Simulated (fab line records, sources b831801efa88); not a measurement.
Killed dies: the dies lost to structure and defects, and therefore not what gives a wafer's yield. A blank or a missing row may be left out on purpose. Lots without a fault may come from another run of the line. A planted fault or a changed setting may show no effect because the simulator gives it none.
Problem report in the 8D (eight disciplines) form, filled by code :: flow sky130 :: the parts of the form that need people (team, actions taken, sign-off) are left out

== 1. WHAT IS WRONG ==
CONTACT_W_RS at SKY_CONTACT_RS_MEAS_25 reads a mean of 0.414 ohm/sq on 2 wafers of 1 lot; wafers without a fault read 0.337 ohm/sq with a standard deviation of 0.0032. Measured from the usual mean, that is +24 standard deviations.
The step: measures by four-point-probe.
Seen first at day 37 12:13 on film_metro-04, wafer L859.1. Wafers with a number at this step in the record: 33, from 11 lots. By rule, "out" or "out of limits" means more than 4 standard deviations away from the usual mean. All remaining wafers that have a number are taken as sound.

== 2. WHAT IT IS, WHAT IT ISN'T ==
question: which readings at this step
is: CONTACT_W_RS
is not: -

question: which lots
is: L859
is not: L842, L843, L844, L845, L847, L848, L849, L850, L863, L864

question: which wafers of those lots
is: L859.1, L859.5
is not: L859.6

question: read on which gauges
is: film_metro-04
is not: film_metro-01, film_metro-02

question: when
is: from day 37 12:13
is not: up to then (25 sound wafers); but 6 sound wafers of L863, L864 came after

== 3. THE SUSPECTS, EACH WITH WHAT RULES IT OUT ==
Counting: if a tool at a process step up to the reading ran every lot that is out, it stays a suspect. Sound lots after the first of them don't rule it out here, since some wafers of a struck lot are sound.
- the gauge at SKY_CONTACT_RS_MEAS_25: ruled out. All the wafers that are out were read on film_metro-04, but those of them that SKY_CONTACT_CMP_27 has rows for are out there too, on other tools.
- plasma_asher-04 at SKY_SD_P_STRIP_10 (strips in O2/N2): kept. The lot that is out, L859, ran on it at day 31 16:26; the last sound lot it ran before that was L850, at day 28 18:08.
- cvd_w-01 at SKY_CONTACT_CVD_24 (deposits W, target thk 340 nm, time 102.12 s): kept. The lot that is out, L859, ran on it at day 37 12:07; the last sound lot it ran before that was L849, at day 34 14:03.
- Within plasma_asher-04 at SKY_SD_P_STRIP_10, the wafers that are out were processed in chamber 0 and their sound lot-mates in chamber 1.
What counting leaves: plasma_asher-04 at SKY_SD_P_STRIP_10 and cvd_w-01 at SKY_CONTACT_CVD_24.

== 4. THE CAUSE (what the simulator had put in) ==
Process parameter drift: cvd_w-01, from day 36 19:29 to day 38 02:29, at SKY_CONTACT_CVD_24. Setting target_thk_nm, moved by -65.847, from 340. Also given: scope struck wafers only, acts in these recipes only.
This tool is one of the 2 suspects left after counting.

== 5. THE EFFECT CHAIN, in route order ==
Rows list readings where the struck wafers' mean (over those with a number) sits beyond 3 standard deviations from the usual. Only readings for which the record gives a usual standard deviation are gone through. hours: the time from each lot's start at the first step in this table that gives one to its start at this step, as a median over the lots. sigmas: the change in usual standard deviations.
hours: 0
step: SKY_CONTACT_RS_MEAS_25
reading: CONTACT_W_RS
usual: 0.337 ohm/sq
on struck wafers: 0.414
change: +0.077
sigmas: +24

hours: 5
step: SKY_CONTACT_THK_MEAS_26
reading: CONTACT_W_THK
usual: 343 nm
on struck wafers: 276
change: -66
sigmas: -18

hours: 7
step: SKY_CONTACT_CMP_27
reading: time_to_endpoint_s
usual: 83 s
on struck wafers: 68
change: -16
sigmas: -4.8
The process steps in it:
- SKY_CONTACT_CMP_27: polishes, stops on SiO2, t overpolish 15 s, target thk 0 nm.

== 6. HOW IT WOULD HAVE BEEN CAUGHT EARLIER ==
Counted from the fault's start at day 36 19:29, it took 17 hours until the first out-of-limits reading at a measuring or inspecting step in this record, taken at day 37 12:13.
Of the tool readings at SKY_CONTACT_CVD_24 for which the record gives a usual standard deviation, none was out on any struck wafer, so an alarm limit of 4 standard deviations on them would not have fired.
Lots out: 1; all had begun SKY_CONTACT_CVD_24 on cvd_w-01 by day 37 12:13. A hold on the tool at that time would have spared none of them.
